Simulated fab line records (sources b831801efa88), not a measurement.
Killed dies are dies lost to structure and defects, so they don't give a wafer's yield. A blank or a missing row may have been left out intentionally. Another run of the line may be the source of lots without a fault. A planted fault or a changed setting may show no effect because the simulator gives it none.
Which of the tools did it? + flow sky130 + 12 lots, 36 wafers sampled, at 3 steps of a route of 708

## WHAT EACH GAUGE READ, for each wafer
SKY_CAP2M_THK_MEAS_04: measures by xrf.
| lot  | measured     | on           | CAP2M_TIN_THK (nm) |
|------|--------------|--------------|--------------------|
| L688 | day 40 05:22 | filmMetro-04 | 197.7 199.3 198.3  |
| L689 | day 40 09:19 | filmMetro-03 | 198.3 194.5 197.1  |
| L692 | day 41 19:29 | filmMetro-03 | 200.3 201.2 201.4  |
| L699 | day 43 11:05 | filmMetro-04 | 199.8 202.6 202.5  |
| L702 | day 43 22:43 | filmMetro-01 | 196.8 197.4 198.8  |
| L703 | day 44 12:40 | filmMetro-03 | 200.3 200.6 200.7  |
| L705 | day 44 22:51 | filmMetro-03 | 199.0 198.1 200.6  |
| L706 | day 45 05:30 | filmMetro-04 | 202.9 200.8 199.0  |
| L708 | day 45 17:08 | filmMetro-03 | 201.8 197.1 198.9  |
| L707 | day 45 20:38 | filmMetro-03 | 202.2 198.3 199.0  |
| L709 | day 46 00:55 | filmMetro-03 | 195.1 198.1 196.8  |
| L710 | day 46 05:53 | filmMetro-04 | 204.8 201.6 200.6  |

## WHAT TOOL EACH LOT RAN ON (gives the tool, then ch and the chambers of the sampled wafers, and finally the start)
| lot  | SKY_VIA3_STRIP_16                   | SKY_VIA3_CVD_21              |
|------|-------------------------------------|------------------------------|
| L688 | plasmaAsher-04 ch 0,1, day 40 03:36 | cvdW-02 ch 0,1, day 40 04:17 |
| L689 | plasmaAsher-01 ch 0,1, day 40 07:32 | cvdW-01 ch 1, day 40 08:14   |
| L692 | plasmaAsher-01 ch 0,1, day 41 17:45 | cvdW-02 ch 0,1, day 41 18:24 |
| L699 | plasmaAsher-04 ch 0,1, day 43 09:14 | cvdW-01 ch 0,1, day 43 10:02 |
| L702 | plasmaAsher-01 ch 0,1, day 43 20:54 | cvdW-02 ch 0,1, day 43 21:38 |
| L703 | plasmaAsher-01 ch 0,1, day 44 10:51 | cvdW-01 ch 0,1, day 44 11:35 |
| L705 | plasmaAsher-02 ch 0,1, day 44 21:04 | cvdW-01 ch 0,1, day 44 21:47 |
| L706 | plasmaAsher-02 ch 0,1, day 45 03:43 | cvdW-02 ch 0,1, day 45 04:26 |
| L708 | plasmaAsher-04 ch 0,1, day 45 15:26 | cvdW-02 ch 0,1, day 45 16:05 |
| L707 | plasmaAsher-04 ch 0,1, day 45 18:48 | cvdW-01 ch 0,1, day 45 19:28 |
| L709 | plasmaAsher-01 ch 0,1, day 45 23:06 | cvdW-01 ch 0,1, day 45 23:47 |
| L710 | plasmaAsher-04 ch 0,1, day 46 03:59 | cvdW-02 ch 0,1, day 46 04:39 |
- SKY_VIA3_STRIP_16: strips in O2/N2.
- SKY_VIA3_CVD_21: deposits W, target thk 390 nm, time 117.31 s.

## WHAT THE TOOLS THEMSELVES READ (means of the sampled wafers that have a number; where no wafer has one, the mark that the record gives instead)
SKY_VIA3_STRIP_16.
| lot  | tool           | drypumpMotorCurrentA (A) | o2FlowSccm (sccm) | oesProductAu (a.u.) | stripTimeToEndpointS (s) |
|------|----------------|--------------------------|-------------------|---------------------|--------------------------|
| L688 | plasmaAsher-04 | 6.0                      | 3005              | 0.403               | 4.149                    |
| L689 | plasmaAsher-01 | 5.4                      | 3002              | 0.398               | 4.127                    |
| L692 | plasmaAsher-01 | 5.4                      | 2994              | 0.402               | 4.130                    |
| L699 | plasmaAsher-04 | 6.0                      | 2989              | 0.402               | 4.176                    |
| L702 | plasmaAsher-01 | 5.4                      | 2998              | 0.400               | 4.100                    |
| L703 | plasmaAsher-01 | 5.3                      | 3001              | 0.399               | 4.130                    |
| L705 | plasmaAsher-02 | 5.9                      | 3008              | 0.401               | 4.110                    |
| L706 | plasmaAsher-02 | 5.9                      | 3005              | 0.402               | 4.139                    |
| L708 | plasmaAsher-04 | 5.6                      | 2999              | 0.407               | 4.130                    |
| L707 | plasmaAsher-04 | 5.6                      | 2996              | 0.403               | 4.122                    |
| L709 | plasmaAsher-01 | 5.3                      | 3000              | 0.402               | 4.118                    |
| L710 | plasmaAsher-04 | 6.0                      | 3003              | 0.400               | 4.105                    |

SKY_VIA3_CVD_21.
| lot  | tool    | heaterPowerW (W) |
|------|---------|------------------|
| L688 | cvdW-02 | 923              |
| L689 | cvdW-01 | 763              |
| L692 | cvdW-02 | 929              |
| L699 | cvdW-01 | 822              |
| L702 | cvdW-02 | 922              |
| L703 | cvdW-01 | 791              |
| L705 | cvdW-01 | 810              |
| L706 | cvdW-02 | 880              |
| L708 | cvdW-02 | 926              |
| L707 | cvdW-01 | 823              |
| L709 | cvdW-01 | 824              |
| L710 | cvdW-02 | 938              |

## THE ANSWER, worked out from the rows above alone
Rule: the lots themselves supply what counts as usual. Put in order of their means at a reading, lots are off if they are a third of the lots or fewer, leave a main group of 4 or more, and stand apart from it by a gap of 3 or more times the standard deviation of the main group's means; of several such gaps the widest counts. A main group whose means are all the same, to the digits that the tables above print for the reading, isn't used. A lot without any number at a reading at which 4 lots or more have one is off too. Where the step has rows for the other lots, those lots are counted as sound. After the gauges, taken in route order, come the tools' own readings; for these a lot's mean is taken, as printed above. The first step at which some lot is off is used, and at that step the reading that is off furthest; a lot without a number counts as furthest.
Nothing can be told from this: no lot is off at any reading shown.

## WHAT THE SIMULATOR HAD PUT IN
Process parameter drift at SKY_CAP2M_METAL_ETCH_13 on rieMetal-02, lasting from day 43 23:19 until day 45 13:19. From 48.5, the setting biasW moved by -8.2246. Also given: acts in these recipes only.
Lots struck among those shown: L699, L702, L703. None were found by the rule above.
